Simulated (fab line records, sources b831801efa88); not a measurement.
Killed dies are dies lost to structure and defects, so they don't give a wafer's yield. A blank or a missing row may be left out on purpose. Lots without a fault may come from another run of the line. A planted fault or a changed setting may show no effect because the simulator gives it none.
Chamber matching | flow gf180mcu | GF_V1_ETCH_16 on rie_diel-01: 4 sister chambers
The step etches BARC in N2/H2. 18 wafers are shown with their chamber, then 9 later ones without.

WAFERS WITH THEIR CHAMBER
wafer  | chamber | drypump_motor_current_A (A) | throttle_valve_pct (%) | oes_product_au (a.u.)
L075.4 | 2       | 6.4                         | 13.236                 | 0.861
L075.5 | 2       | 6.4                         | 13.220                 | 0.849
L075.6 | 1       | 6.0                         | 13.236                 | 0.858
L078.2 | 1       | 6.0                         | 13.229                 | 0.848
L078.4 | 0       | 5.6                         | 13.240                 | 0.856
L078.6 | 2       | 6.4                         | 13.223                 | 0.857
L079.1 | 2       | 6.5                         | 13.217                 | 0.857
L079.2 | 1       | 6.0                         | 13.240                 | 0.852
L079.3 | 3       | 6.7                         | 13.228                 | 0.854
L079.4 | 0       | 5.6                         | 13.230                 | 0.851
L079.5 | 0       | 5.5                         | 13.219                 | 0.850
L079.6 | 3       | 6.8                         | 13.227                 | 0.856
L082.1 | 1       | 6.0                         | 13.216                 | 0.851
L082.2 | 2       | 6.4                         | 13.219                 | 0.852
L082.3 | 3       | 6.8                         | 13.234                 | 0.849
L082.4 | 0       | 5.5                         | 13.206                 | 0.861
L082.5 | 3       | 6.8                         | 13.218                 | 0.853
L082.6 | 0       | 5.5                         | 13.227                 | 0.853

SIGNATURES (means of the wafers above)
reading                 | chamber 0 | chamber 1 | chamber 2 | chamber 3 | scatter within a chamber
drypump_motor_current_A | 5.540     | 6.000     | 6.420     | 6.775     | 0.0443
throttle_valve_pct      | 13.22440  | 13.23025  | 13.22300  | 13.22675  | 0.00979
oes_product_au          | 0.85420   | 0.85225   | 0.85520   | 0.85300   | 0.00419
Rule: a wafer's distance from a chamber is the root of the sum, over the readings, of the square of ((its reading less the chamber's mean) divided by the reading's scatter). The wafer belongs to the nearest chamber; if the next one is less than 2 further off, it can't be placed. The scatter: the root of (the sum of the squares of (reading less its chamber's mean) over the shown wafers, divided by (wafers less chambers)).

WAFERS WITHOUT THEIR CHAMBER
wafer  | drypump_motor_current_A (A) | throttle_valve_pct (%) | oes_product_au (a.u.)
L089.1 | 6.4                         | 13.217                 | 0.858
L089.2 | 5.5                         | 13.227                 | 0.847
L089.5 | 6.8                         | 13.234                 | 0.848
L092.3 | 6.0                         | 13.224                 | 0.852
L092.4 | 6.4                         | 13.220                 | 0.857
L092.6 | 6.8                         | 13.239                 | 0.850
L094.1 | 6.4                         | 13.234                 | 0.854
L094.2 | 6.8                         | 13.214                 | 0.857
L094.3 | 6.0                         | 13.218                 | 0.853

WHICH CHAMBER EACH WENT THROUGH
wafer  | from the rows above | in truth
L089.1 | 2                   | 2
L089.2 | 0                   | 0
L089.5 | 3                   | 3
L092.3 | 1                   | 1
L092.4 | 2                   | 2
L092.6 | 3                   | 3
L094.1 | 2                   | 2
L094.2 | 3                   | 3
L094.3 | 1                   | 1
Placed correctly: 9 of 9. Can't be placed from these rows: 0. Placed wrongly: 0.
